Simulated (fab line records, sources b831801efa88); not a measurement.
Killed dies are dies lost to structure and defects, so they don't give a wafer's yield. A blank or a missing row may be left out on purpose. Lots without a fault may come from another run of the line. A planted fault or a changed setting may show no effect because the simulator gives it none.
A lot that was struck, set against a sound lot	flow gf180mcu	18 out of 602 route steps
Sound: wafers L993.1, L993.4, L993.5. Struck: wafers L994.2, L994.4. (L994.3 of the same lot was not struck and is left out.) The cause comes at the end.
Per side, at each step with rows, come the tool, then ch with its chambers, and then its first start. Under that, the readings that differ: sound wafers	struck wafers	difference of the means	sigmas: that difference in standard deviations of wafers without a fault.
alike: a reading whose means differ by less than 2 such deviations, as well as words and numbers matching on both sides. not compared: withheld readings; readings where some wafer has no value; bounds like >300 that might hide an equal value; numbers whose values overlap and for which the record gives no deviation.
Wherever a step has rows on one side only, a row that says differs or no value, or a row with sigmas, the two part there. Non-overlapping numbers with no deviation appear without sigmas and do not part them. A reading that every wafer of one side lacks parts them only if that side has two wafers or more.

first, 3 steps without rows for these wafers: GF_V2_EXPOSE_11 (exposes mask Via2, target cd 260 nm); GF_V2_PEB_12 (peb time 90 s); GF_V2_DEVELOP_13 (develop time 60 s).
GF_V2_CD_MEAS_14: the cd target is 260 nm.
  sound on cd_sem-02, day 21 01:33; struck on cd_sem-01, day 21 03:55
  alike: cd_nm
GF_V2_OVL_MEAS_15:
  sound on overlay-01, day 21 01:40; struck on overlay-02, day 21 04:02
reading	sound	struck	difference	sigmas
V2_OVL (nm)	-13 -4 -11	9 12	+20	+3
GF_V2_ETCH_16: etches BARC in N2/H2.
  sound on rie_diel-04 ch 0,1,3, day 21 01:43; struck on rie_diel-03 ch 0,3, day 21 04:04
  alike: drypump_motor_current_A, oes_product_au, throttle_valve_pct
GF_V2_ETCH_17: etches SiO2 in C4F8/O2/Ar, stops on TiN, target depth 630 nm.
  sound on rie_diel-04 ch 0,1,3; struck on rie_diel-03 ch 0,3
  alike: oes_product_au
GF_V2_STRIP_18: strips in O2/N2.
  sound on plasma_asher-02 ch 0,1, day 21 01:50; struck on plasma_asher-02 ch 0, day 21 04:11
  alike: drypump_motor_current_A, heater_power_w, oes_product_au
  not compared: rf_hours_counter_h
then, 2 steps without rows for these wafers: GF_V2_STRIP_19 (strips in post etch residue remover, time 1200 s); GF_V2_CLEAN_20 (cleans in DIW).
GF_V2_SPUTTER_21: material Ti, target thk 15 nm, time 80.02 s.
  sound on pvd_sputter-01, day 21 02:22; struck on pvd_sputter-02, day 21 04:43
  alike: throttle_valve_pct
GF_V2_SPUTTER_22: material TiN, target thk 10 nm, time 40 s.
  sound on pvd_sputter-01, day 21 02:26; struck on pvd_sputter-02, day 21 04:47
  alike: throttle_valve_pct
GF_V2_CVD_23: deposits W, target thk 350 nm, time 104.94 s.
  sound on cvd_w-02 ch 0,1, day 21 02:28; struck on cvd_w-02 ch 0, day 21 04:49
reading	sound	struck	difference	sigmas
model.W_of_V2_CVD_23.thk_nm (nm)	347.6 353.1 350.6	404 406.5	+55	
  alike: heater_power_w
GF_V2_RS_MEAS_24: measures by four-point-probe.
  sound on film_metro-03, day 21 02:35; struck on film_metro-04, day 21 04:57
reading	sound	struck	difference	sigmas
V2_W_RS (ohm/sq)	0.329 0.323 0.326	0.284 0.282	-0.043	-10
GF_V2_THK_MEAS_25: measures by xrf.
  sound on film_metro-03, day 21 02:42; struck on film_metro-04, day 21 05:04
reading	sound	struck	difference	sigmas
V2_W_THK (nm)	347 353 350	411 415	+63	+8
GF_V2_CMP_26: polishes, stops on SiO2, t overpolish 15 s, target thk 0 nm.
  sound on cmp-01 ch 0,3, day 21 02:46; struck on cmp-01 ch 0,1, day 21 05:07
reading	sound	struck	difference	sigmas
time_to_endpoint_s (s)	91 86 91	99 101	+11	+3
  alike: edge_zone_pressure_frac, motor_current_A, platen_rpm, retaining_ring_pressure_frac, slurry_filter_dp_kPa
then, 1 step without rows for these wafers: GF_M3_SPUTTER_00 (material Ti, target thk 37.5 nm, time 150 s).
GF_PASSIVATION_PROBE_99:
  the record has rows for the sound wafers here (prober-02, day 29 16:11) and none for the struck ones

WHERE THEY PART
At GF_V2_OVL_MEAS_15 first; at GF_PASSIVATION_PROBE_99 last (within this record only).

WHY: what the simulator had put in
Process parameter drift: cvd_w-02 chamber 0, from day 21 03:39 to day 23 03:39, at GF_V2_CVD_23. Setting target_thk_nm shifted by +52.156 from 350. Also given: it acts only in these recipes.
